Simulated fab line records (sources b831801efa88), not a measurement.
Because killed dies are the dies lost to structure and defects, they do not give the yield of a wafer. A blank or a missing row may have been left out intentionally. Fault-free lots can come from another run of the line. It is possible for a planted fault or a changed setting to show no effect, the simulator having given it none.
Struck lot and sound lot, side by side + flow sky130 + 14 steps out of a route of 708
Sound: wafers L671.1, L671.4, L671.6. Struck: wafers L676.3, L676.4, L676.5. The cause is given at the end.
At each step with rows: each side's tool, then ch and its chambers, then its first start. Under that, the readings that differ: sound wafers + struck wafers + difference of the means + sigmas: that difference in standard deviations of wafers without a fault.
alike: same words and numbers on both sides, and readings whose means sit less than 2 such deviations apart. not compared: any withheld reading, any reading some wafer has no value for, any bound like >300 that may hide the same value, and any number with overlapping values for which the record gives no deviation.
The two part at a step that has a row with sigmas, a row that says differs or no value, or rows on one side only. Numbers that don't overlap but have no deviation are shown without sigmas and don't part them. Lack of a reading on every wafer of one side parts them only where that side has two or more wafers.

SKY_SD_N_RS_MEAS_17: a four-point-probe measurement.
  sound: film metro-04 at day 30 01:17; struck: film metro-03 at day 32 03:36
  alike: SD_P_RS
SKY_SD_N_RS_MEAS_18: a four-point-probe measurement.
  sound: film metro-04 at day 30 01:24; struck: film metro-03 at day 32 03:43
  alike: RES_XHIGH_RS
then, 2 steps without rows for these wafers: SKY_SALICIDE_CLEAN_00 (cleans in HF-last, time 30 s); SKY_LI_CONTACT_HDPCVD_00 (deposits PSG, target thk 930 nm, time 161.4 s).
SKY_LI_CONTACT_THK_MEAS_01:
  sound: film metro-03 at day 30 01:38; struck: film metro-01 at day 32 03:56
  alike: LI_CONTACT_HDPCVD_THK
SKY_LI_CONTACT_CMP_02: polishes PSG.
  sound on cmp-02 ch 1,2,3, day 30 01:42; struck on cmp-01 ch 0,3, day 32 03:59
  alike: head pressure psi, motor current A, platen rpm, time to endpoint s
SKY_LI_CONTACT_BOW_MEAS_03:
  sound: film metro-03 at day 30 02:00; struck: film metro-04 at day 32 04:19
  alike: LI_CONTACT_BOW
then, 5 steps without rows for these wafers: SKY_LI_CONTACT_DEHYDRATE_04 (time 60 s); SKY_LI_CONTACT_HMDS_05 (prime time 60 s); SKY_LI_CONTACT_COAT_06 (resist thk 60 nm); SKY_LI_CONTACT_COAT_07 (resist thk 450 nm); SKY_LI_CONTACT_SOFTBAKE_08 (time 90 s).
SKY_LI_CONTACT_EXPOSE_09: exposes mask LICM1, target cd 170 nm.
  sound on krf scanner-01 ch 0, day 30 16:06; struck on krf scanner-02, day 32 17:47
  no value came back on the struck wafers for exposure dose mJ cm2, focus offset nm (nm), sigma inner; on the sound wafers exposure dose mJ cm2 reads 38.08 38.01 38.03
  alike: mask
after that, 1 step had no rows for these wafers: SKY_LI_CONTACT_PEB_10.

WHERE THEY PART
Only at SKY_LI_CONTACT_EXPOSE_09, within this record.

WHY: whatever the simulator had introduced
Step skipped in full: krf scanner-02, at SKY_LI_CONTACT_EXPOSE_09, from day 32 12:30 onward. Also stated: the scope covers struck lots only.
